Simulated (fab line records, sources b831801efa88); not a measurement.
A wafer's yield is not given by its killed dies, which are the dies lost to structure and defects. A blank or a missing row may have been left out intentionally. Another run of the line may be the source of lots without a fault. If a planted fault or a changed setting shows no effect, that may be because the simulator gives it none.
fab line records    flow sky130
[record] lots = 7  wafers = 19  lastDay = 49
route steps=708 shown VIA3@585 METAL4@598 PAD_OPEN@708
lots that met no fault: taken from a fault-free run of the same line
startH: hours from the record's opening day to when the first of the lot's shown wafers began    waitH: how many hours have passed since the lot's step before this one    " the same as in the row above    L1.1+2: several wafers, shown together as one row    - no value, or no start was given    * or withheld: withheld    < > ~ a bound
route shown NAME@n: NAME is a module with steps in the file, n the number in the route of the first one    usual: mean and standard deviation over wafers with no fault    same: alike in all rows    chamber/n: place in a boat    sites: the reading at each site    _std_site: the values' standard deviation    _edge_site: inner sites' mean taken away from outer sites' mean    radiusMm: how far each site lies from the wafer's centre    mask NAME#n: copy n    behind: the last tool/chamber to shape the wafer    hold: cause of the lot's hold/its duration in hours/its outcome    device: transistor that didn't switch, given as n, p or np    end of line: the same wafers' tests at the end of the route    a step with no rows: only its recipe    killed: dies lost to structure and defects at the first sort, not the wafer's yield    map: shows each die of a wafer: x if killed, . if not, _ if none is there
set.NAME: the setting the step ran with; set.NAME@STEP: the setting that earlier step ran with    model.NAME: the simulator's own value behind a step, which no gauge read
lots at selected steps of the route; one table per step, one row per wafer
services: from which hour (startH, from the record's first day; less than 0 if before it) a tool's chamber was out of use, for how many hours, and why
[[steps]]
[step SKY_VIA3_CD_MEAS_12]
[recipe] targetCdNm = 200
[usual] cdNm = 199.3/1.6
lot.wafer  tool      chamber  startH   waitH  cdNm
L386.1     cdSem-01  -        934.78   -      200.2
L386.4     "         -        "        "      201.4
L386.6     "         -        "        "      201.9
L387.1     cdSem-01  -        946.66   -      196.6
L387.5     "         -        "        "      197.2
L387.6     "         -        "        "      197.7
L399.3     cdSem-01  -        1021.68  -      199.1
L399.6     "         -        "        "      198.5
L400.1     cdSem-02  -        1029.96  -      200.2
L400.3     "         -        "        "      200.6
L400.4     "         -        "        "      199.2
L401.1     cdSem-02  -        1037.48  -      197.3
L401.4     "         -        "        "      197.3
L401.6     "         -        "        "      196.4
L402.5     cdSem-01  -        1042.07  -      199.9
L402.6     "         -        "        "      199.1
L407.1     cdSem-01  -        1063.93  -      198.1
L407.4     "         -        "        "      197.8
L407.5     "         -        "        "      196.5
[step SKY_VIA3_OVL_MEAS_13]
[usual] VIA3_OVL = 2/6
lot.wafer  tool        chamber  startH   waitH  VIA3_OVL[nm]
L386.1     overlay-01  -        934.90   0.1    -6
L386.4     "           -        "        "      -4
L386.6     "           -        "        "      -6
L387.1     overlay-01  -        946.78   0.1    -7
L387.5     "           -        "        "      -9
L387.6     "           -        "        "      -11
L399.3     overlay-02  -        1021.77  0.1    -5
L399.6     "           -        "        "      -6
L400.1     overlay-02  -        1030.08  0.1    5
L400.3     "           -        "        "      14
L400.4     "           -        "        "      8
L401.1     overlay-01  -        1037.60  0.1    -6
L401.4     "           -        "        "      5
L401.6     "           -        "        "      -1
L402.5     overlay-01  -        1042.13  0.0    9
L402.6     "           -        "        "      6
L407.1     overlay-02  -        1064.05  0.1    3
L407.4     "           -        "        "      -1
L407.5     "           -        "        "      2
[step SKY_VIA3_ETCH_14]
[recipe] chemistry = N2/H2  target = BARC  ionEnergyEv = 200  sourceW = 500  biasW = 100  pressureMtorr = 30  n2FlowSccm = 100  h2FlowSccm = 200  stopOn = SiO2  timeS = 45.9  targetDepthA = 600
[usual] drypumpMotorCurrentA = 5.6/0.42  oesProductAu = 0.854/0.0049  throttleValvePct = 13.226/0.0087
lot.wafer  tool        chamber  startH   waitH  drypumpMotorCurrentA  oesProductAu  rfHoursCounterH  throttleValvePct
L386.1     rieDiel-03  0        934.93   0.0    5.4                   0.850         25               13.234
L386.4     "           1        "        "      6.3                   0.854         6                13.236
L386.6     "           0        "        "      5.5                   0.851         -                13.229
L387.1     rieDiel-03  2        946.82   0.0    5.5                   0.852         5                13.218
L387.5     "           3        "        "      5.6                   0.855         -                13.215
L387.6     "           0        "        "      5.4                   0.853         -                13.232
L399.3     rieDiel-04  3        1021.79  0.0    6.3                   0.851         6                13.207
L399.6     "           0        "        "      4.9                   0.849         -                13.229
L400.1     rieDiel-03  0        1030.12  0.0    5.5                   0.854         28               13.221
L400.3     "           1        "        "      6.3                   0.862         9                13.228
L400.4     "           3        "        "      5.5                   0.849         6                13.218
L401.1     rieDiel-03  2        1037.63  0.0    5.5                   0.861         8                13.234
L401.4     "           3        "        "      5.6                   0.856         7                13.221
L401.6     "           1        "        "      6.3                   0.854         -                13.217
L402.5     rieDiel-03  0        1042.17  0.0    5.4                   0.853         -                13.220
L402.6     "           1        "        "      6.3                   0.856         -                13.213
L407.1     rieDiel-02  1        1064.08  0.0    6.2                   0.857         10               13.220
L407.4     "           2        "        "      5.3                   0.865         12               13.215
L407.5     "           1        "        "      6.2                   0.855         -                13.220
[step SKY_VIA3_ETCH_15]
[recipe] target = SiO2  chemistry = C4F8/O2/Ar  targetDepthNm = 507  stopOn = TiN  maskMaterial = KrF-thick  sourceW = 1500  biasW = 1200  pressureMtorr = 40  c4f8FlowSccm = withheld  O2_flow_sccm = 6  Ar_flow_sccm = 300  timeS = 78
[usual] oesProductAu = 0.945/0.0049
lot.wafer  tool        chamber  startH   waitH  oesProductAu  rfHoursCounterH
L386.1     rieDiel-03  0        934.97   0.0    0.948         25
L386.4     "           1        "        "      0.944         6
L386.6     "           0        "        "      0.940         -
L387.1     rieDiel-03  2        946.86   0.0    0.955         5
L387.5     "           3        "        "      0.950         -
L387.6     "           0        "        "      0.942         -
L399.3     rieDiel-04  3        1021.84  0.0    0.936         6
L399.6     "           0        "        "      0.944         -
L400.1     rieDiel-03  0        1030.16  0.0    0.940         28
L400.3     "           1        "        "      0.946         9
L400.4     "           3        "        "      0.952         6
L401.1     rieDiel-03  2        1037.68  0.0    0.942         8
L401.4     "           3        "        "      0.944         7
L401.6     "           1        "        "      0.943         -
L402.5     rieDiel-03  0        1042.22  0.0    0.955         -
L402.6     "           1        "        "      0.947         -
L407.1     rieDiel-02  1        1064.13  0.0    0.951         10
L407.4     "           2        "        "      0.946         12
L407.5     "           1        "        "      0.948         -
[step SKY_VIA3_STRIP_16]
[recipe] chemistry = O2/N2  powerW = 1400  pressureMtorr = 1500  platenTempC = withheld  o2FlowSccm = 3000  n2FlowSccm = 300  overashFraction = 0.5
[usual] drypumpMotorCurrentA = 5.8/0.47  oesProductAu = 0.402/0.0048  stripTimeToEndpointS = 4.137/0.022
lot.wafer  tool            chamber  startH   waitH  drypumpMotorCurrentA  oesProductAu  rfHoursCounterH  stripTimeToEndpointS
L386.1     plasmaAsher-04  0        935.03   0.0    5.3                   0.411         113              4.108
L386.4     "               0        "        "      5.3                   0.404         -                4.114
L386.6     "               1        "        "      5.8                   0.397         -                4.137
L387.1     plasmaAsher-03  1        946.92   0.0    6.6                   0.391         78               4.146
L387.5     "               0        "        "      5.4                   0.399         -                4.154
L387.6     "               1        "        "      6.6                   0.402         -                4.142
L399.3     plasmaAsher-04  1        1021.93  0.1    5.8                   0.400         -                4.117
L399.6     "               0        "        "      5.3                   0.401         -                4.119
L400.1     plasmaAsher-03  0        1030.22  0.0    5.4                   0.403         86               4.151
L400.3     "               1        "        "      6.5                   0.404         -                4.141
L400.4     "               0        "        "      5.5                   0.400         -                4.148
L401.1     plasmaAsher-04  0        1037.74  0.0    5.4                   0.408         123              4.118
L401.4     "               1        "        "      5.8                   0.406         -                4.166
L401.6     "               0        "        "      5.3                   0.400         -                4.148
L402.5     plasmaAsher-04  1        1042.31  0.1    5.8                   0.399         -                4.104
L402.6     "               0        "        "      5.3                   0.401         -                4.119
L407.1     plasmaAsher-02  0        1064.19  0.0    6.2                   0.398         65               4.154
L407.4     "               1        "        "      5.4                   0.399         -                4.160
L407.5     "               0        "        "      6.2                   0.400         -                4.179
[step SKY_VIA3_STRIP_17]
[recipe] chemistry = postEtchResidueRemover  timeS = 1200  tempC = 72.5
[step SKY_VIA3_CLEAN_18]
[recipe] chemistry = IPA  timeS = 180  tempC = 25
[step SKY_VIA3_CLEAN_19]
[recipe] chemistry = O3/DIW  dry = n2Spin
[step SKY_VIA3_SPUTTER_20]
[recipe] material = TiN  targetThkNm = 20  chamberPressurePa = 5  powerW = 4000  timeS = 80
[step SKY_VIA3_CVD_21]
[recipe] material = W  targetThkNm = 390  timeS = 117.31  tempC = 400  pressureTorr = 40
[usual] chamberPressureTorr = 40.02/0.079  heaterPowerOuterW = 539/26  heaterPowerW = 851/49
lot.wafer  tool     chamber  startH   waitH  chamberPressureTorr  heaterPowerOuterW  heaterPowerW
L386.1     cvdW-01  1        935.75   0.0    40.00                569                900
L386.4     "        0        "        "      40.10                496                840
L386.6     "        0        "        "      40.10                492                833
L387.1     cvdW-02  1        947.61   0.0    40.04                536                780
L387.5     "        0        "        "      40.06                548                885
L387.6     "        1        "        "      39.98                522                810
L399.3     cvdW-02  0        1022.59  0.1    39.97                541                886
L399.6     "        0        "        "      39.96                532                886
L400.1     cvdW-01  0        1030.88  0.0    39.97                505                833
L400.3     "        0        "        "      40.00                501                839
L400.4     "        1        "        "      40.04                591                902
L401.1     cvdW-01  1        1038.43  0.0    40.07                594                869
L401.4     "        1        "        "      39.98                588                907
L401.6     "        0        "        "      40.07                498                839
L402.5     cvdW-02  0        1042.99  0.1    40.14                538                870
L402.6     "        1        "        "      40.19                531                791
L407.1     cvdW-01  0        1064.84  0.0    40.04                511                846
L407.4     "        0        "        "      39.98                514                828
L407.5     "        1        "        "      39.94                574                919
[step SKY_VIA3_RS_MEAS_22]
[recipe] thkMeasGauge = four-point-probe  reads = W_of_VIA3_CVD_21+TiN_of_VIA3_SPUTTER_20
[usual] VIA3_W_RS = 0.294/0.0031
lot.wafer  tool          chamber  startH   waitH  VIA3_W_RS[ohm/sq]
L386.1     filmMetro-04  -        935.87   0.1    0.297
L386.4     "             -        "        "      0.296
L386.6     "             -        "        "      0.295
L387.1     filmMetro-04  -        947.73   0.1    0.290
L387.5     "             -        "        "      0.295
L387.6     "             -        "        "      0.291
L399.3     filmMetro-02  -        1022.71  0.1    0.295
L399.6     "             -        "        "      0.296
L400.1     filmMetro-01  -        1031.00  0.1    0.290
L400.3     "             -        "        "      0.289
L400.4     "             -        "        "      0.289
L401.1     filmMetro-04  -        1038.55  0.1    0.290
L401.4     "             -        "        "      0.294
L401.6     "             -        "        "      0.292
L402.5     filmMetro-04  -        1043.12  0.1    0.297
L402.6     "             -        "        "      0.295
L407.1     filmMetro-02  -        1064.96  0.1    0.289
L407.4     "             -        "        "      0.290
L407.5     "             -        "        "      0.292
[step SKY_VIA3_THK_MEAS_23]
[recipe] thkMeasGauge = xrf  reads = W_of_VIA3_CVD_21
[usual] VIA3_W_THK = 393/7.6
lot.wafer  tool          chamber  startH   waitH  VIA3_W_THK[nm]
L386.1     filmMetro-04  -        935.99   0.1    383
L386.4     "             -        "        "      383
L386.6     "             -        "        "      381
L387.1     filmMetro-04  -        947.85   0.1    389
L387.5     "             -        "        "      382
L387.6     "             -        "        "      387
L399.3     filmMetro-02  -        1022.81  0.1    397
L399.6     "             -        "        "      397
L400.1     filmMetro-01  -        1031.12  0.1    406
L400.3     "             -        "        "      408
L400.4     "             -        "        "      411
L401.1     filmMetro-04  -        1038.67  0.1    395
L401.4     "             -        "        "      389
L401.6     "             -        "        "      392
L402.5     filmMetro-04  -        1043.20  0.1    385
L402.6     "             -        "        "      384
L407.1     filmMetro-02  -        1065.08  0.1    403
L407.4     "             -        "        "      402
L407.5     "             -        "        "      398
[step SKY_VIA3_CMP_24]
[recipe] stopOn = SiO2  tOverpolishS = 20  downForcePsi = 3.5  platenRpm = 60  targetThkNm = 0  padVelocityMS = 0.94248
[usual] motorCurrentA = 11.1/1.6  overpolishRunS = 20.000/0.0088  slurryFilterDpKPa = 13.50/0.13  timeToEndpointS = 94/3.4
lot.wafer  tool    chamber  startH   waitH  motorCurrentA  overpolishRunS  slurryFilterDpKPa  timeToEndpointS
L386.1     cmp-01  2        936.10   0.1    10.2           20.004          13.67              96
L386.4     "       3        "        "      13.8           20.009          13.29              95
L386.6     "       1        "        "      11.0           19.987          13.37              100
L387.1     cmp-01  1        947.91   0.1    11.1           20.005          13.44              100
L387.6     "       1        "        "      11.3           19.993          13.45              99
L387.5     "       2        "        "      10.6           19.997          13.42              96
L399.3     cmp-01  2        1022.95  0.1    10.2           20.012          13.31              97
L399.6     "       0        "        "      9.3            0.031           13.55              149
L400.4     cmp-01  0        1031.23  0.1    9.2            19.991          13.40              93
L400.1     "       1        "        "      11.3           0.050           13.37              151
L400.3     "       2        "        "      10.3           19.999          13.78              93
L401.4     cmp-02  2        1038.78  0.1    14.2           19.997          13.23              99
L401.1     "       0        "        "      9.8            20.003          13.64              96
L401.6     "       1        "        "      11.5           20.014          13.35              93
L402.6     cmp-01  0        1043.42  0.2    9.2            0.040           13.64              148
L402.5     "       1        "        "      10.6           20.004          13.63              95
L407.1     cmp-02  0        1065.14  0.1    9.9            19.983          13.59              96
L407.4     "       3        "        "      9.1            20.017          13.40              90
L407.5     "       1        "        "      11.6           19.988          13.30              94
[step SKY_METAL4_SPUTTER_00]
[recipe] material = Ti  targetThkNm = 15  powerW = 3000  timeS = 10  chamberPressurePa = 0.4
[usual] throttleValvePct = 30.2/0.93
lot.wafer  tool           chamber  startH   waitH  throttleValvePct
L386.1     pvdSputter-02  -        936.35   0.2    28.1
L386.4     "              -        "        "      29.9
L386.6     "              -        "        "      29.1
L387.1     pvdSputter-01  -        948.21   0.2    29.0
L387.5     "              -        "        "      30.5
L387.6     "              -        "        "      29.3
L399.3     pvdSputter-01  -        1023.15  0.1    30.9
L400.3     pvdSputter-01  -        1031.48  0.1    29.8
L400.4     "              -        "        "      30.4
L401.1     pvdSputter-03  -        1039.03  0.1    29.6
L401.4     "              -        "        "      30.4
L401.6     "              -        "        "      29.9
L402.5     pvdSputter-01  -        1043.53  0.0    30.0
L407.1     pvdSputter-03  -        1065.44  0.2    29.7
L407.4     "              -        "        "      30.3
L407.5     "              -        "        "      30.7
[step SKY_PAD_OPEN_PROBE_99]
[usual] defectLimitedYield = 82.3/2  killed_at_M0_to_M3 = 43/7.3  killed_at_M4_up = 3.2/1.8  killedAtContacts = 24/5.8  killedAtFrontEnd = 16/4.5  killedAtOther = 0.3/0.53  killedDies = 87/9.9  killedOnRim = 17/3.8  killedOpen = 48/6.8  killedShort = 39/6.9  sort_bin_3_pad_short = 0.8/0.42  sort_bin_5_function = 10.4/1.6  sort_bin_6_memory = 6.4/1.2  sortNPass = 405/9.9  sortYieldPct = 82.3/2
[same] grossDies = 492  killedAtBackSide = 0  sort_bin_4_leakage[%] = 0  sort_bin_8_speed[%] = 0
lot.wafer  tool       chamber  startH   waitH  defectLimitedYield[%]  killed_at_M0_to_M3  killed_at_M4_up  killedAtContacts  killedAtFrontEnd  killedAtOther  killedDies  killedOnRim  killedOpen  killedShort  sort_bin_3_pad_short[%]  sort_bin_5_function[%]  sort_bin_6_memory[%]  sortNPass  sortYieldPct[%]
L386.1     prober-02  -        1079.44  0.1    83.3                   38                  2                16                24                2              82          16           39          43           1.2                      10.6                    4.9                   410        83.3
L386.4     prober-02  -        1079.59  0.2    82.5                   38                  2                37                9                 0              86          14           48          38           0.6                      10.2                    6.7                   406        82.5
L386.6     prober-02  -        1079.69  0.2    86.0                   28                  2                25                14                0              69          10           43          26           0.8                      7.1                     6.1                   423        86.0
L399.3     prober-01  -        1153.57  0.2    82.1                   43                  2                26                17                0              88          15           51          37           1.0                      11.0                    5.9                   404        82.1
L399.6     prober-01  -        1153.72  0.2    0                      438                 2                35                17                0              492         96           52          42           82.1                     9.6                     8.3                   0          0
L400.1     prober-02  -        1158.26  0.1    0                      446                 2                16                27                1              492         96           49          45           82.3                     11.8                    5.9                   0          0
L400.3     prober-02  -        1158.36  0.2    82.9                   49                  2                17                16                0              84          13           37          47           1.0                      10.8                    5.3                   408        82.9
L400.4     prober-02  -        1158.41  0.2    79.7                   53                  7                28                12                0              100         18           46          54           1.2                      13.4                    5.7                   392        79.7
L401.1     prober-01  -        1162.99  0.1    82.1                   46                  6                19                16                1              88          22           45          43           1.6                      9.8                     6.5                   404        82.1
L401.4     prober-01  -        1163.14  0.2    82.1                   39                  4                29                16                0              88          16           49          39           1.6                      9.1                     7.1                   404        82.1
L401.6     prober-01  -        1163.24  0.2    78.3                   54                  1                28                24                0              107         19           59          48           0.4                      15.0                    6.3                   385        78.3
L402.5     prober-02  -        1168.25  0.2    85.8                   35                  2                22                11                0              70          15           34          36           1.0                      8.5                     4.7                   422        85.8
L402.6     prober-02  -        1168.30  0.2    0                      455                 2                22                13                0              492         96           52          34           83.1                     11.4                    5.5                   0          0
// killed by level:class
L386.1 VIA2:geometricParticle:open=7 FIELD_ISO:geometricParticle:open=6 FIELD_ISO:geometricParticle:short=6 VIA2:geometricParticle:short=5 POLY_GATE:geometricParticle:short=5 CONTACT:geometricParticle:open=5 METAL1:geometricParticle:short=5 VIA3:geometricParticle:open=5
L386.4 LI_CONTACT:geometricParticle:open=12 VIA1:geometricParticle:open=11 CONTACT:geometricParticle:short=10 CONTACT:geometricParticle:open=9 VIA3:geometricParticle:open=5 VIA2:geometricParticle:short=4 FIELD_ISO:geometricParticle:short=3 LI_CONTACT:geometricParticle:short=3
L386.6 LI_CONTACT:geometricParticle:open=9 CONTACT:geometricParticle:open=6 VIA1:geometricParticle:open=6 VIA2:geometricParticle:open=6 FIELD_ISO:geometricParticle:short=5 METAL2:geometricParticle:short=5 LI_CONTACT:geometricParticle:short=4 CONTACT:geometricParticle:short=4
L399.3 LI_CONTACT:geometricParticle:open=12 VIA2:geometricParticle:open=11 VIA1:geometricParticle:open=9 VIA3:geometricParticle:open=5 METAL2:geometricParticle:short=5 CONTACT:geometricParticle:short=5 CONTACT:geometricParticle:open=5 VIA1:geometricParticle:short=5
L399.6 VIA3:areaCmp=398 LI_CONTACT:geometricParticle:open=15 FIELD_ISO:geometricParticle:short=7 VIA1:geometricParticle:open=7 LOCAL_INTERCONNECT:geometricParticle:short=6 CONTACT:geometricParticle:open=6 VIA2:geometricParticle:short=6 FIELD_ISO:geometricParticle:open=5
L400.1 VIA3:areaCmp=398 VIA2:geometricParticle:open=11 VIA1:geometricParticle:open=11 FIELD_ISO:geometricParticle:short=9 FIELD_ISO:geometricParticle:open=9 METAL2:geometricParticle:short=8 METAL1:geometricParticle:short=7 LI_CONTACT:geometricParticle:open=6
L400.3 METAL1:geometricParticle:short=12 VIA1:geometricParticle:short=8 FIELD_ISO:geometricParticle:open=7 CONTACT:geometricParticle:open=7 VIA1:geometricParticle:open=6 FIELD_ISO:geometricParticle:short=5 METAL2:geometricParticle:short=5 VIA2:geometricParticle:open=5
L400.4 VIA1:geometricParticle:open=12 METAL1:geometricParticle:short=9 CONTACT:geometricParticle:short=9 VIA1:geometricParticle:short=9 CONTACT:geometricParticle:open=7 VIA2:geometricParticle:open=6 LI_CONTACT:geometricParticle:open=5 METAL2:geometricParticle:short=5
L401.1 VIA1:geometricParticle:open=7 VIA2:geometricParticle:open=7 METAL2:geometricParticle:short=7 LI_CONTACT:geometricParticle:open=6 CONTACT:geometricParticle:open=6 METAL1:geometricParticle:short=6 FIELD_ISO:geometricParticle:short=5 VIA3:geometricParticle:open=5
L401.4 CONTACT:geometricParticle:open=13 LI_CONTACT:geometricParticle:open=10 VIA1:geometricParticle:open=8 METAL3:geometricParticle:short=6 CONTACT:geometricParticle:short=5 VIA1:geometricParticle:short=5 METAL2:geometricParticle:short=5 FIELD_ISO:geometricParticle:short=4
L401.6 CONTACT:geometricParticle:open=14 VIA1:geometricParticle:open=12 LI_CONTACT:geometricParticle:open=10 METAL2:geometricParticle:short=9 FIELD_ISO:geometricParticle:short=8 METAL1:geometricParticle:short=7 POLY_GATE:geometricParticle:short=6 VIA3:geometricParticle:short=6
L402.5 VIA1:geometricParticle:open=8 CONTACT:geometricParticle:open=6 VIA1:geometricParticle:short=6 VIA2:geometricParticle:open=6 LI_CONTACT:geometricParticle:open=5 LOCAL_INTERCONNECT:geometricParticle:short=5 FIELD_ISO:geometricParticle:open=4 CONTACT:geometricParticle:short=4
L402.6 VIA3:areaCmp=406 VIA3:geometricParticle:open=14 VIA1:geometricParticle:open=10 CONTACT:geometricParticle:open=10 LI_CONTACT:geometricParticle:open=4 VIA1:geometricParticle:short=4 VIA3:geometricParticle:short=4 FIELD_ISO:geometricParticle:short=3
// map L399.6 (x killed, . not)
__________xxxxxxxxxx_________
________xxxxxxxxxxxxxx_______
______xxxxxxxxxxxxxxxxxx_____
_____xxxxxxxxxxxxxxxxxxxx____
____xxxxxxxxxxxxxxxxxxxxxx___
___xxxxxxxxxxxxxxxxxxxxxxxx__
__xxxxxxxxxxxxxxxxxxxxxxxxxx_
_xxxxxxxxxxxxxxxxxxxxxxxxxxxx
_xxxxxxxxxxxxxxxxxxxxxxxxxxxx
_xxxxxxxxxxxxxxxxxxxxxxxxxxxx
_xxxxxxxxxxxxxxxxxxxxxxxxxxxx
_xxxxxxxxxxxxxxxxxxxxxxxxxxxx
_xxxxxxxxxxxxxxxxxxxxxxxxxxxx
_xxxxxxxxxxxxxxxxxxxxxxxxxxxx
_xxxxxxxxxxxxxxxxxxxxxxxxxxxx
__xxxxxxxxxxxxxxxxxxxxxxxxxx_
___xxxxxxxxxxxxxxxxxxxxxxxx__
____xxxxxxxxxxxxxxxxxxxxxx___
_____xxxxxxxxxxxxxxxxxxxx____
______xxxxxxxxxxxxxxxxxx_____
________xxxxxxxxxxxxxx_______
__________xxxxxxxxxx_________
// map L400.1 (x killed, . not)
__________xxxxxxxxxx_________
________xxxxxxxxxxxxxx_______
______xxxxxxxxxxxxxxxxxx_____
_____xxxxxxxxxxxxxxxxxxxx____
____xxxxxxxxxxxxxxxxxxxxxx___
___xxxxxxxxxxxxxxxxxxxxxxxx__
__xxxxxxxxxxxxxxxxxxxxxxxxxx_
_xxxxxxxxxxxxxxxxxxxxxxxxxxxx
_xxxxxxxxxxxxxxxxxxxxxxxxxxxx
_xxxxxxxxxxxxxxxxxxxxxxxxxxxx
_xxxxxxxxxxxxxxxxxxxxxxxxxxxx
_xxxxxxxxxxxxxxxxxxxxxxxxxxxx
_xxxxxxxxxxxxxxxxxxxxxxxxxxxx
_xxxxxxxxxxxxxxxxxxxxxxxxxxxx
_xxxxxxxxxxxxxxxxxxxxxxxxxxxx
__xxxxxxxxxxxxxxxxxxxxxxxxxx_
___xxxxxxxxxxxxxxxxxxxxxxxx__
____xxxxxxxxxxxxxxxxxxxxxx___
_____xxxxxxxxxxxxxxxxxxxx____
______xxxxxxxxxxxxxxxxxx_____
________xxxxxxxxxxxxxx_______
__________xxxxxxxxxx_________
[[services]]
tool            chamber  startH   hours  kind
cmp-01          -        912.00   4.0    pm
cmp-01          -        923.52   1.3    repair
rieDiel-03      0        927.88   3.5    repair
cvdW-01         0        943.63   3.1    repair
pvdSputter-03   -        966.99   1.4    repair
rieDiel-04      2        968.67   16.7   repair
cmp-01          -        970.87   0.7    repair
rieDiel-04      -        979.03   0.4    repair
cmp-02          -        982.27   5.7    repair
cmp-02          -        985.78   0.9    repair
rieDiel-02      3        988.49   2.6    repair
rieDiel-03      3        992.40   1.3    repair
pvdSputter-03   -        997.30   3.7    repair
cmp-01          -        1000.58  7.5    pm
rieDiel-04      2        1006.71  5.0    repair
rieDiel-02      1        1013.53  10.8   repair
rieDiel-03      -        1021.90  2.8    pm
rieDiel-04      1        1027.84  20.8   repair
cmp-02          -        1028.72  1.2    repair
cmp-01          -        1037.15  3.0    repair
plasmaAsher-04  -        1044.85  14.6   pm
cmp-01          -        1047.71  5.2    repair
plasmaAsher-04  -        1059.45  9.0    pm
pvdSputter-01   -        1065.34  3.5    repair
[[key]]
[firstSign] step = SKY_VIA3_CMP_24  reading = overpolishRunS  direction = down  sigmas = 99+  usual = 20.000  struck = 0.040
[effect] step = SKY_VIA3_CMP_24  reading = timeToEndpointS  direction = up  sigmas = 16  usual = *  struck = *
[effect] step = SKY_PAD_OPEN_PROBE_99  reading = sort_bin_3_pad_short  direction = up  sigmas = 99+  usual = 0.8  struck = 82.5
[moreKillsBornAt] SKY_VIA3_CMP_24@cmp-01 = 1202
metAt SKY_VIA3_CMP_24
struckWafers L399.6,L400.1,L402.6
laterRowsLeftOut L399.6,L400.1,L402.6
onsetBetween 947.91 1022.95
[fault] kind = processParameterDrift  tool = cmp-01  chamber = -  onsetH = 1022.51  steps = SKY_VIA3_CMP_24  channel = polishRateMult  offset = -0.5  shape = step  endH = 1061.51  scope = struckWafersOnly
// laterRowsLeftOut: the simulator's readings of these wafers behind a module that went badly wrong aren't trusted and aren't shown, but for the sort
